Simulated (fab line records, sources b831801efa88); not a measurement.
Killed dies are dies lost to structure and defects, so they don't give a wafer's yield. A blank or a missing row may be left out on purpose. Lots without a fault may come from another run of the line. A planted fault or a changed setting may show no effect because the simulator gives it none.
One fault seen from 2 desks | flow gf180mcu | each desk has only its own numbers; what lay behind them comes last

THE TOOL OWNER'S DESK: pvd_sputter-03
The tool's own readings at GF_M2_SPUTTER_03 (material Ti, target thk 10 nm, time 6.7 s): means of the sampled wafers that have a number, for each lot that ran on this tool. A lot is out of limits, marked OUT, if its mean lies more than 4 standard deviations from the usual mean; the brackets give that distance.
Columns: A = cathode_dc_power_W at GF_M2_SPUTTER_03, usual 2999.9 W; B = chamber_pressure_pa at GF_M2_SPUTTER_03, usual 0.3000 Pa; C = throttle_valve_pct at GF_M2_SPUTTER_03, usual 30.1 %
lot  | first seen here | A      | B      | C
L962 | day 19 03:38    | 2999.5 | 0.3001 | 29.9
L964 | day 20 01:55    | 3000.2 | 0.2999 | 29.2
L966 | day 20 14:37    | 3000.0 | 0.2997 | 29.7
L969 | day 21 21:36    | 2999.7 | 0.2997 | 29.5
L971 | day 22 11:43    | 2999.9 | 0.2997 | 29.8
L975 | day 23 20:43    | 3000.0 | 0.3004 | 30.2
L982 | day 25 21:46    | 2999.8 | 0.3001 | 30.1
L983 | day 26 09:32    | 2999.1 | 0.3002 | 29.7
This desk's finding: nothing out of limits on any of the 8 lots.

THE METROLOGY DESK
What the gauges read, lot by lot, whatever tool the lot ran on: means of the sampled wafers that have a number. A lot is out of limits, marked OUT, if its mean lies more than 4 standard deviations from the usual mean; the brackets give that distance.
Columns: A = cd_nm at GF_V1_CD_MEAS_14, usual 260.0 nm
lot  | first seen here | A
L961 | day 18 08:37    | 260.0
L962 | day 19 01:56    | 259.7
L963 | day 19 08:40    | 258.9
L964 | day 20 00:13    | 260.1
L966 | day 20 13:00    | 259.6
L968 | day 21 02:26    | 258.9
L969 | day 21 19:47    | 260.3
L971 | day 22 09:41    | 261.2
L973 | day 23 05:25    | 258.9
L974 | day 23 08:19    | 259.2
L975 | day 23 19:04    | 260.5
L982 | day 25 20:05    | 260.7
L983 | day 26 07:50    | 260.9
This desk's finding: nothing out of limits on any of the 13 lots.

PUT TOGETHER
The tool owner's desk saw nothing out of limits.
The metrology desk saw nothing out of limits.

WHAT THE SIMULATOR HAD PUT IN
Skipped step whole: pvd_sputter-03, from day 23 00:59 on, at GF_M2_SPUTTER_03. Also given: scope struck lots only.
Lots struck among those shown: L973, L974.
